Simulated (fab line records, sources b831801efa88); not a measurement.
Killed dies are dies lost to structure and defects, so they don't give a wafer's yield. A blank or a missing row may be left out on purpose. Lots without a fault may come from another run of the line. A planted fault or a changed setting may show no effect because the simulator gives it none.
A struck lot beside a sound one | flow gf180mcu | 17 steps out of a route of 602
Sound: wafers L289.1, L289.5, L289.6. Struck: wafer L297.1. (L297.3, L297.5 of the same lot were not struck and are left out.) The cause comes at the end.
At each step with rows: each side's tool, then ch and its chambers, then its first start. Under that, the readings that differ: sound wafers | struck wafers | difference of the means | sigmas: that difference in standard deviations of wafers without a fault.
alike: readings whose means differ by less than 2 such deviations, and words and numbers that are the same on both sides. not compared: withheld readings, readings that some wafer has no value for, bounds like >300 that may hide the same value, and numbers for which the record gives no deviation and whose values overlap.
The two part at a step that has a row with sigmas, a row that says differs or no value, or rows on one side only. Numbers that don't overlap but have no deviation are shown without sigmas and don't part them. A reading that every wafer of one side lacks parts them only if that side has two wafers or more.

GF_M3_SPUTTER_00: material Ti, target thk 37.5 nm, time 150 s.
  sound on pvd_sputter-01, day 23 10:31; struck on pvd_sputter-03, day 26 01:15
  reading                | sound          | struck | difference | sigmas
  throttle_valve_pct (%) | 31.3 31.7 30.4 | 29.0   | -2.1       | -2
  alike: cathode_dc_power_W
GF_M3_SPUTTER_01: material TiN, target thk 30 nm, time 25 s.
  sound on pvd_sputter-01, day 23 10:37; struck on pvd_sputter-03, day 26 01:21
  reading                | sound          | struck | difference | sigmas
  throttle_valve_pct (%) | 31.6 31.5 30.4 | 28.9   | -2.3       | -2
  alike: cathode_dc_power_W
GF_M3_SPUTTER_02: material AlCu, target thk 450 nm, time 23.9 s.
  sound on pvd_sputter-01, day 23 10:39; struck on pvd_sputter-03, day 26 01:23
  reading                | sound          | struck | difference | sigmas
  throttle_valve_pct (%) | 31.4 31.5 30.6 | 28.8   | -2.4       | -2
  alike: cathode_dc_power_W
GF_M3_SPUTTER_03: material Ti, target thk 10 nm, time 6.7 s.
  sound on pvd_sputter-01, day 23 10:41; struck on pvd_sputter-03, day 26 01:25
  reading                | sound          | struck | difference | sigmas
  throttle_valve_pct (%) | 31.4 31.4 30.8 | 29.0   | -2.2       | -2
  alike: cathode_dc_power_W
GF_M3_SPUTTER_04: material TiN, target thk 50 nm, time 41.7 s.
  sound on pvd_sputter-01, day 23 10:42; struck on pvd_sputter-03, day 26 01:26
  reading                | sound          | struck | difference | sigmas
  throttle_valve_pct (%) | 31.3 31.6 30.8 | 28.7   | -2.5       | -2
  alike: cathode_dc_power_W
GF_M3_RS_MEAS_05: measures by four-point-probe.
  sound on film_metro-04, day 23 10:44; struck on film_metro-03, day 26 01:28
  reading             | sound                | struck | difference | sigmas
  M3_ALCU_RS (ohm/sq) | 0.0712 0.0715 0.0708 | 0.0691 | -0.0021    | -2
GF_M3_THK_MEAS_06: measures by xrf.
  sound on film_metro-04, day 23 10:52; struck on film_metro-03, day 26 01:35
  reading          | sound       | struck | difference | sigmas
  M3_ALCU_THK (nm) | 450 446 452 | 461    | +12        | +2
then, 5 steps without rows for these wafers: GF_M3_DEHYDRATE_07 (time 60 s); GF_M3_HMDS_08 (prime time 60 s); GF_M3_COAT_09 (resist thk 1000 nm); GF_M3_SOFTBAKE_10 (time 60 s); GF_M3_EXPOSE_11 (exposes mask Metal3, target cd 280 nm).
GF_M3_PEB_12: peb time 90 s.
  sound on litho_track-04 ch 0, day 24 09:12; struck on litho_track-04 ch 0, day 26 22:03
  reading                  | sound             | struck | difference | sigmas
  heater_power_total_W (W) | 85.60 85.63 85.79 | 90.63  | +4.96      | +63
  not compared: plate_temp_C
then, 1 step without rows for these wafers: GF_M3_DEVELOP_13 (develop time 60 s).
GF_M3_CD_MEAS_14: target cd 280 nm.
  sound on cd_sem-02, day 24 09:33; struck on cd_sem-01, day 26 22:24
  alike: cd_nm
GF_M3_OVL_MEAS_15:
  sound on overlay-01, day 24 09:40; struck on overlay-02, day 26 22:31
  alike: M3_OVL
-- the record jumps here: 7 days lie between the struck wafers' starts before and after (it left off in module M3 and takes up again in module PASSIVATION, whose first step shown is number 602 of the route) --
GF_PASSIVATION_PROBE_99:
  the record has rows for the struck wafers here (prober-01, day 33 16:39) and none for the sound ones

WHERE THEY PART
First at GF_M3_SPUTTER_00; last, within this record, at GF_PASSIVATION_PROBE_99.

WHY: what the simulator had put in
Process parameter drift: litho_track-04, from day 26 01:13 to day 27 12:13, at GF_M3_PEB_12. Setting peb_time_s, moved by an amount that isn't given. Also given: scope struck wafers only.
